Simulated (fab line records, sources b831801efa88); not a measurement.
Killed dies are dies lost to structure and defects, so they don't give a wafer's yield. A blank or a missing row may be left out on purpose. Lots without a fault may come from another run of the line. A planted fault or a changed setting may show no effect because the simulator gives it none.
A struck lot beside a sound one | flow sky130 | 33 steps out of a route of 708
Sound: wafers L461.3, L461.5, L461.6. Struck: wafers L455.2, L455.3, L455.6. The cause comes at the end.
At each step with rows: each side's tool, then ch and its chambers, then its first start. Under that, the readings that differ: sound wafers | struck wafers | difference of the means | sigmas: that difference in standard deviations of wafers without a fault.
alike: readings whose means differ by less than 2 such deviations, and words and numbers that are the same on both sides. not compared: withheld readings, readings that some wafer has no value for, bounds like >300 that may hide the same value, and numbers for which the record gives no deviation and whose values overlap.
The two part at a step that has a row with sigmas, a row that says differs or no value, or rows on one side only. Numbers that don't overlap but have no deviation are shown without sigmas and don't part them. A reading that every wafer of one side lacks parts them only if that side has two wafers or more.

SKY_SD_P_CD_MEAS_07: target cd 380 nm.
  sound on cd_sem-02, day 25 19:16; struck on cd_sem-02, day 24 11:39
  alike: cd_nm
SKY_SD_P_OVL_MEAS_08:
  sound on overlay-02, day 25 19:22; struck on overlay-01, day 24 11:46
  alike: SD_P_OVL
then, 1 step without rows for these wafers: SKY_SD_P_IMPLANT_09.
SKY_SD_P_STRIP_10: strips in O2/N2.
  sound on plasma_asher-04 ch 0,1, day 25 19:34; struck on plasma_asher-02 ch 0,1, day 24 11:56
  alike: drypump_motor_current_A, oes_product_au, strip_time_to_endpoint_s
  not compared: rf_hours_counter_h
SKY_SD_P_TW_MEAS_11:
  sound on film_metro-02, day 25 19:40; struck on film_metro-04, day 24 12:03
  alike: SD_P_TW
then, 7 steps without rows for these wafers: SKY_RES_XHIGH_DEHYDRATE_00 (time 60 s); SKY_RES_XHIGH_HMDS_01 (prime time 60 s); SKY_RES_XHIGH_COAT_02 (resist thk 1140 nm); SKY_RES_XHIGH_SOFTBAKE_03 (time 60 s); SKY_RES_XHIGH_EXPOSE_04 (exposes mask URPM, target cd 1270 nm); SKY_RES_XHIGH_PEB_05; SKY_RES_XHIGH_DEVELOP_06 (develop time 60 s).
SKY_RES_XHIGH_IMPLANT_07:
  sound on implanter-01 ch 0, day 27 00:59; struck on implanter-01, day 25 16:07
  no value came back on the struck wafers for beam_energy_keV, beam_on_s (s); on the sound wafers beam_energy_keV reads 19.993 19.998 20.001
SKY_RES_XHIGH_STRIP_08: strips in O2/N2.
  sound on plasma_asher-04 ch 0,1, day 27 01:07; struck on plasma_asher-02 ch 0,1, day 25 16:14
  reading                      | sound             | struck            | difference | sigmas
  strip_time_to_endpoint_s (s) | 14.25 14.23 14.23 | 14.14 14.15 14.13 | -0.10      | -3
  alike: drypump_motor_current_A, oes_product_au
  not compared: rf_hours_counter_h
SKY_RES_XHIGH_TW_MEAS_09:
  sound on film_metro-01, day 27 01:13; struck on film_metro-04, day 25 16:23
  reading      | sound          | struck   | difference | sigmas
  RES_XHIGH_TW | 1634 1644 1628 | 30 30 30 | -1605      | -99 or more
then, 7 steps without rows for these wafers: SKY_SD_N_DEHYDRATE_00 (time 60 s); SKY_SD_N_HMDS_01 (prime time 60 s); SKY_SD_N_COAT_02 (resist thk 1140 nm); SKY_SD_N_SOFTBAKE_03 (time 60 s); SKY_SD_N_EXPOSE_04 (exposes mask NSDM, target cd 380 nm); SKY_SD_N_PEB_05; SKY_SD_N_DEVELOP_06 (develop time 60 s).
SKY_SD_N_CD_MEAS_07: target cd 380 nm.
  sound on cd_sem-01, day 28 06:41; struck on cd_sem-01, day 26 20:21
  alike: cd_nm
SKY_SD_N_OVL_MEAS_08:
  sound on overlay-01, day 28 06:46; struck on overlay-02, day 26 20:28
  alike: SD_N_OVL
then, 2 steps without rows for these wafers: SKY_SD_N_IMPLANT_09; SKY_SD_N_IMPLANT_10.
SKY_SD_N_STRIP_11: strips in O2/N2.
  sound on plasma_asher-03 ch 0,1, day 28 07:08; struck on plasma_asher-03 ch 0,1, day 26 20:47
  alike: drypump_motor_current_A, oes_product_au, strip_time_to_endpoint_s
  not compared: rf_hours_counter_h
SKY_SD_N_TW_MEAS_12:
  sound on film_metro-02, day 28 07:13; struck on film_metro-01, day 26 20:54
  alike: SD_N_TW
then, 1 step without rows for these wafers: SKY_SD_N_CLEAN_13 (cleans in SC1/SC2, time 150 s).
SKY_SD_N_RTA_14: time 2 s.
  sound on rtp_anneal-01 ch 0, day 28 07:19; struck on rtp_anneal-02 ch 0, day 26 21:01
  alike: lamp_power_pct, wafer_temp_C_max
SKY_SD_N_RS_MEAS_16: measures by four-point-probe.
  sound on film_metro-04, day 28 07:31; struck on film_metro-01, day 26 21:12
  alike: SD_N_RS
SKY_SD_N_RS_MEAS_17: measures by four-point-probe.
  sound on film_metro-04, day 28 07:38; struck on film_metro-01, day 26 21:19
  alike: SD_P_RS
SKY_SD_N_RS_MEAS_18: measures by four-point-probe.
  sound on film_metro-04, day 28 07:46; struck on film_metro-01, day 26 21:26
  reading               | sound             | struck            | difference | sigmas
  RES_XHIGH_RS (ohm/sq) | 332.4 331.8 333.6 | 132.6 132.7 132.6 | -200.0     | -99 or more

WHERE THEY PART
First at SKY_RES_XHIGH_IMPLANT_07; last, within this record, at SKY_SD_N_RS_MEAS_18.

WHY: what the simulator had put in
Skipped step whole: implanter-01, from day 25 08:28 on, at SKY_RES_XHIGH_IMPLANT_07. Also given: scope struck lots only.
